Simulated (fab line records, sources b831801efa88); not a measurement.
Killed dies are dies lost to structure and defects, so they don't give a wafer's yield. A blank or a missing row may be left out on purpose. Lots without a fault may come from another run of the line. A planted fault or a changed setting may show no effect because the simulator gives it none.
Chamber matching | flow gf180mcu | GF_V2_CMP_04 on cmp-02: 4 sister chambers
The step polishes SiO2. 14 wafers are shown with their chamber, then 7 later ones without.

WAFERS WITH THEIR CHAMBER
wafer  | chamber | motor_current_A (A) | time_to_endpoint_s (s)
L529.2 | 2       | 12.2                | 75
L529.3 | 1       | 10.9                | 78
L529.4 | 0       | 11.3                | 78
L531.2 | 2       | 12.1                | 82
L531.3 | 1       | 10.6                | 82
L531.4 | 3       | 13.9                | 81
L532.3 | 3       | 13.0                | 80
L532.4 | 1       | 10.4                | 80
L532.6 | 3       | 13.5                | 78
L535.1 | 2       | 12.4                | 76
L535.2 | 1       | 10.6                | 72
L535.3 | 3       | 13.7                | 70
L536.1 | 1       | 10.1                | 74
L536.3 | 0       | 12.0                | 72

SIGNATURES (means of the wafers above)
reading            | chamber 0 | chamber 1 | chamber 2 | chamber 3 | scatter within a chamber
motor_current_A    | 11.650    | 10.520    | 12.233    | 13.525    | 0.33
time_to_endpoint_s | 75.00     | 77.20     | 77.67     | 77.25     | 4.36
Rule: a wafer's distance from a chamber is the root of the sum, over the readings, of the square of ((its reading less the chamber's mean) divided by the reading's scatter). The wafer belongs to the nearest chamber; if the next one is less than 2 further off, it can't be placed. The scatter: the root of (the sum of the squares of (reading less its chamber's mean) over the shown wafers, divided by (wafers less chambers)).

WAFERS WITHOUT THEIR CHAMBER
wafer  | motor_current_A (A) | time_to_endpoint_s (s)
L536.4 | 12.5                | 76
L537.2 | 10.9                | 74
L537.3 | 11.5                | 77
L537.6 | 13.5                | 84
L539.2 | 11.1                | 76
L539.4 | 10.7                | 78
L539.5 | 11.0                | 77

WHICH CHAMBER EACH WENT THROUGH
wafer  | from the rows above          | in truth
L536.4 | can't be placed: 2 or 0      | 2
L537.2 | can't be placed: 1 or 0      | 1
L537.3 | can't be placed: 0 or 2      | 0
L537.6 | 3                            | 3
L539.2 | can't be placed: 0 or 1 or 2 | 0
L539.4 | 1                            | 1
L539.5 | can't be placed: 1 or 0      | 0
Placed correctly: 2 of 7. Can't be placed from these rows: 5 (the true chamber is among the candidates in 5). Placed wrongly: 0.
